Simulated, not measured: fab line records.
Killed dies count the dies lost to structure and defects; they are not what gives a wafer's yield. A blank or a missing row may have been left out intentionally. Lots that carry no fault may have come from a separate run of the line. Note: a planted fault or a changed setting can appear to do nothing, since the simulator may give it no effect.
What tool caused it? / flow gf180mcu / 12 lots, 36 wafers sampled, at 5 steps of a route of 602

## WHAT THE GAUGES SHOWED, per wafer
GF_V4_RS_MEAS_24: measurement is done with a four-point probe.
lot=L208; measured=day 24 20:27; on=film metro-01; V4_W_RS (ohm/sq)=0.321 0.326 0.324
lot=L209; measured=day 25 01:28; on=film metro-01; V4_W_RS (ohm/sq)=0.332 0.334 0.330
lot=L210; measured=day 25 06:03; on=film metro-03; V4_W_RS (ohm/sq)=0.320 0.320 0.321
lot=L215; measured=day 27 10:11; on=film metro-01; V4_W_RS (ohm/sq)=0.324 0.323 0.322
lot=L217; measured=day 28 02:32; on=film metro-04; V4_W_RS (ohm/sq)=0.327 0.328 0.323
lot=L218; measured=day 28 04:37; on=film metro-01; V4_W_RS (ohm/sq)=0.326 0.324 0.324
lot=L225; measured=day 30 00:59; on=film metro-04; V4_W_RS (ohm/sq)=0.332 0.335 0.329
lot=L226; measured=day 30 17:52; on=film metro-01; V4_W_RS (ohm/sq)=0.330 0.330 0.327
lot=L227; measured=day 30 18:46; on=film metro-04; V4_W_RS (ohm/sq)=0.323 0.324 0.324
lot=L228; measured=day 30 19:47; on=film metro-04; V4_W_RS (ohm/sq)=0.333 0.336 0.331
lot=L230; measured=day 31 07:22; on=film metro-04; V4_W_RS (ohm/sq)=0.324 0.325 0.323
lot=L231; measured=day 31 14:06; on=film metro-01; V4_W_RS (ohm/sq)=0.320 0.323 0.326

GF_V5_THK_MEAS_03.
lot=L208; measured=day 26 17:26; on=film metro-02; V5_CVD_02_THK (nm)=1449 1458 1474
lot=L209; measured=day 26 22:49; on=film metro-02; V5_CVD_02_THK (nm)=1438 1437 1471
lot=L210; measured=day 27 01:25; on=film metro-01; V5_CVD_02_THK (nm)=1488 1513 1495
lot=L215; measured=day 29 04:02; on=film metro-02; V5_CVD_02_THK (nm)=1533 1539 1537
lot=L217; measured=day 29 19:41; on=film metro-01; V5_CVD_02_THK (nm)=1427 1457 1458
lot=L218; measured=day 29 21:26; on=film metro-01; V5_CVD_02_THK (nm)=1523 1543 1552
lot=L225; measured=day 31 16:28; on=film metro-02; V5_CVD_02_THK (nm)=1414 1449 1449
lot=L226; measured=day 32 07:19; on=film metro-02; V5_CVD_02_THK (nm)=1445 1488 1466
lot=L227; measured=day 32 07:59; on=film metro-03; V5_CVD_02_THK (nm)=1425 1423 1432
lot=L228; measured=day 32 09:04; on=film metro-03; V5_CVD_02_THK (nm)=1435 1457 1459
lot=L230; measured=day 32 19:23; on=film metro-03; V5_CVD_02_THK (nm)=1449 1440 1439
lot=L231; measured=day 33 02:00; on=film metro-01; V5_CVD_02_THK (nm)=1463 1463 1483

## WHAT TOOL EACH LOT RAN ON (gives the tool, then ch and the chambers of the sampled wafers, and finally the start)
lot=L208; GF_V4_STRIP_18=plasma asher-02 ch 0,1, day 24 19:41; GF_V4_SPUTTER_22=pvd sputter-04, day 24 20:18; GF_V5_CVD_02=pecvd-02 ch 1,2, day 26 17:16
lot=L209; GF_V4_STRIP_18=plasma asher-04 ch 0,1, day 25 00:41; GF_V4_SPUTTER_22=pvd sputter-03, day 25 01:17; GF_V5_CVD_02=pecvd-02 ch 0,2, day 26 22:42
lot=L210; GF_V4_STRIP_18=plasma asher-02 ch 0,1, day 25 05:15; GF_V4_SPUTTER_22=pvd sputter-02, day 25 05:50; GF_V5_CVD_02=pecvd-04 ch 0,1,2, day 27 01:20
lot=L215; GF_V4_STRIP_18=plasma asher-04 ch 0,1, day 27 09:24; GF_V4_SPUTTER_22=pvd sputter-03, day 27 10:02; GF_V5_CVD_02=pecvd-04 ch 0,1,2, day 29 03:56
lot=L217; GF_V4_STRIP_18=plasma asher-02 ch 0, day 28 01:46; GF_V4_SPUTTER_22=pvd sputter-04, day 28 02:22; GF_V5_CVD_02=pecvd-01 ch 1,2, day 29 19:34
lot=L218; GF_V4_STRIP_18=plasma asher-04 ch 0,1, day 28 03:47; GF_V4_SPUTTER_22=pvd sputter-04, day 28 04:25; GF_V5_CVD_02=pecvd-04 ch 0,1,2, day 29 21:22
lot=L225; GF_V4_STRIP_18=plasma asher-01 ch 0,1, day 30 00:13; GF_V4_SPUTTER_22=pvd sputter-02, day 30 00:49; GF_V5_CVD_02=pecvd-02 ch 1,2, day 31 16:21
lot=L226; GF_V4_STRIP_18=plasma asher-02 ch 0,1, day 30 17:01; GF_V4_SPUTTER_22=pvd sputter-03, day 30 17:37; GF_V5_CVD_02=pecvd-04 ch 0,2, day 32 07:08
lot=L227; GF_V4_STRIP_18=plasma asher-02 ch 0,1, day 30 17:59; GF_V4_SPUTTER_22=pvd sputter-04, day 30 18:35; GF_V5_CVD_02=pecvd-02 ch 0,1,2, day 32 07:55
lot=L228; GF_V4_STRIP_18=plasma asher-04 ch 0,1, day 30 18:55; GF_V4_SPUTTER_22=pvd sputter-04, day 30 19:31; GF_V5_CVD_02=pecvd-01 ch 1,2, day 32 08:57
lot=L230; GF_V4_STRIP_18=plasma asher-02 ch 0,1, day 31 06:35; GF_V4_SPUTTER_22=pvd sputter-03, day 31 07:10; GF_V5_CVD_02=pecvd-02 ch 0,1,2, day 32 19:18
lot=L231; GF_V4_STRIP_18=plasma asher-02 ch 0,1, day 31 13:18; GF_V4_SPUTTER_22=pvd sputter-02, day 31 13:56; GF_V5_CVD_02=pecvd-04 ch 0,1, day 33 01:53
- GF_V4_STRIP_18: strips in O2/N2.
- GF_V4_SPUTTER_22: material TiN, target thk 10 nm, time 40 s.
- GF_V5_CVD_02: deposits SiO2 from TEOS, target thk 1450 nm, time 163.28 s.

## WHAT THE TOOLS THEMSELVES READ (means of the sampled wafers that have a number; where no wafer has one, the mark that the record gives instead)
GF_V4_STRIP_18.
lot=L208; tool=plasma asher-02; drypump motor current A (A)=5.7; heater power w (W)=318; oes product au (a.u.)=0.595
lot=L209; tool=plasma asher-04; drypump motor current A (A)=5.5; heater power w (W)=346; oes product au (a.u.)=0.591
lot=L210; tool=plasma asher-02; drypump motor current A (A)=5.8; heater power w (W)=322; oes product au (a.u.)=0.591
lot=L215; tool=plasma asher-04; drypump motor current A (A)=5.5; heater power w (W)=353; oes product au (a.u.)=0.591
lot=L217; tool=plasma asher-02; drypump motor current A (A)=5.7; heater power w (W)=322; oes product au (a.u.)=0.591
lot=L218; tool=plasma asher-04; drypump motor current A (A)=5.4; heater power w (W)=340; oes product au (a.u.)=0.589
lot=L225; tool=plasma asher-01; drypump motor current A (A)=6.0; heater power w (W)=332; oes product au (a.u.)=0.588
lot=L226; tool=plasma asher-02; drypump motor current A (A)=5.7; heater power w (W)=325; oes product au (a.u.)=0.592
lot=L227; tool=plasma asher-02; drypump motor current A (A)=5.8; heater power w (W)=322; oes product au (a.u.)=0.596
lot=L228; tool=plasma asher-04; drypump motor current A (A)=5.4; heater power w (W)=340; oes product au (a.u.)=0.595
lot=L230; tool=plasma asher-02; drypump motor current A (A)=5.8; heater power w (W)=328; oes product au (a.u.)=0.593
lot=L231; tool=plasma asher-02; drypump motor current A (A)=5.8; heater power w (W)=321; oes product au (a.u.)=0.591

GF_V4_SPUTTER_22.
lot=L208; tool=pvd sputter-04; cathode dc power W (W)=4000.2; throttle valve pct (%)=29.8
lot=L209; tool=pvd sputter-03; cathode dc power W (W)=4001.2; throttle valve pct (%)=31.3
lot=L210; tool=pvd sputter-02; cathode dc power W (W)=3998.9; throttle valve pct (%)=30.2
lot=L215; tool=pvd sputter-03; cathode dc power W (W)=4000.2; throttle valve pct (%)=31.3
lot=L217; tool=pvd sputter-04; cathode dc power W (W)=3999.9; throttle valve pct (%)=30.6
lot=L218; tool=pvd sputter-04; cathode dc power W (W)=3999.5; throttle valve pct (%)=30.0
lot=L225; tool=pvd sputter-02; cathode dc power W (W)=3999.4; throttle valve pct (%)=30.8
lot=L226; tool=pvd sputter-03; cathode dc power W (W)=4000.3; throttle valve pct (%)=31.2
lot=L227; tool=pvd sputter-04; cathode dc power W (W)=3999.2; throttle valve pct (%)=30.1
lot=L228; tool=pvd sputter-04; cathode dc power W (W)=4000.0; throttle valve pct (%)=29.7
lot=L230; tool=pvd sputter-03; cathode dc power W (W)=3999.5; throttle valve pct (%)=31.0
lot=L231; tool=pvd sputter-02; cathode dc power W (W)=4000.2; throttle valve pct (%)=31.0

GF_V5_CVD_02.
lot=L208; tool=pecvd-02; heater power w (W)=556; rf fwd power W (W)=598.8
lot=L209; tool=pecvd-02; heater power w (W)=630; rf fwd power W (W)=599.6
lot=L210; tool=pecvd-04; heater power w (W)=636; rf fwd power W (W)=597.7
lot=L215; tool=pecvd-04; heater power w (W)=640; rf fwd power W (W)=693.4
lot=L217; tool=pecvd-01; heater power w (W)=757; rf fwd power W (W)=596.6
lot=L218; tool=pecvd-04; heater power w (W)=615; rf fwd power W (W)=694.1
lot=L225; tool=pecvd-02; heater power w (W)=541; rf fwd power W (W)=598.3
lot=L226; tool=pecvd-04; heater power w (W)=578; rf fwd power W (W)=597.3
lot=L227; tool=pecvd-02; heater power w (W)=591; rf fwd power W (W)=596.2
lot=L228; tool=pecvd-01; heater power w (W)=717; rf fwd power W (W)=596.2
lot=L230; tool=pecvd-02; heater power w (W)=554; rf fwd power W (W)=597.7
lot=L231; tool=pecvd-04; heater power w (W)=688; rf fwd power W (W)=598.0

## THE ANSWER, worked out from the rows above alone
Rule: what is usual is taken from the lots themselves. Put in order of their means at a reading, lots are off if they are a third of the lots or fewer, leave a main group of 4 or more, and stand apart from it by a gap of 3 or more times the standard deviation of the main group's means; of several such gaps the widest counts. Not used: any main group whose means are identical at the precision the tables above print for the reading. Also off: a lot with no number at a reading for which 4 or more lots have one. Where the step has rows for the other lots, those lots are counted as sound. Order of review: gauges by route order, followed by the tools' own readings, for which a lot's mean as printed above is used. The first step at which some lot is off is used, and at that step the reading that is off furthest; a lot without a number counts as furthest.
Off at GF_V5_CVD_02 (rf fwd power W): L215, L218. The main group has a mean of 597.6 W with a standard deviation of 1.1.
If a tool, at that step or one of the process steps before it, ran each lot that is off and ran no sound lot following the first of them, it fits. None of those tried fits.

## WHAT WAS PUT IN BY THE SIMULATOR
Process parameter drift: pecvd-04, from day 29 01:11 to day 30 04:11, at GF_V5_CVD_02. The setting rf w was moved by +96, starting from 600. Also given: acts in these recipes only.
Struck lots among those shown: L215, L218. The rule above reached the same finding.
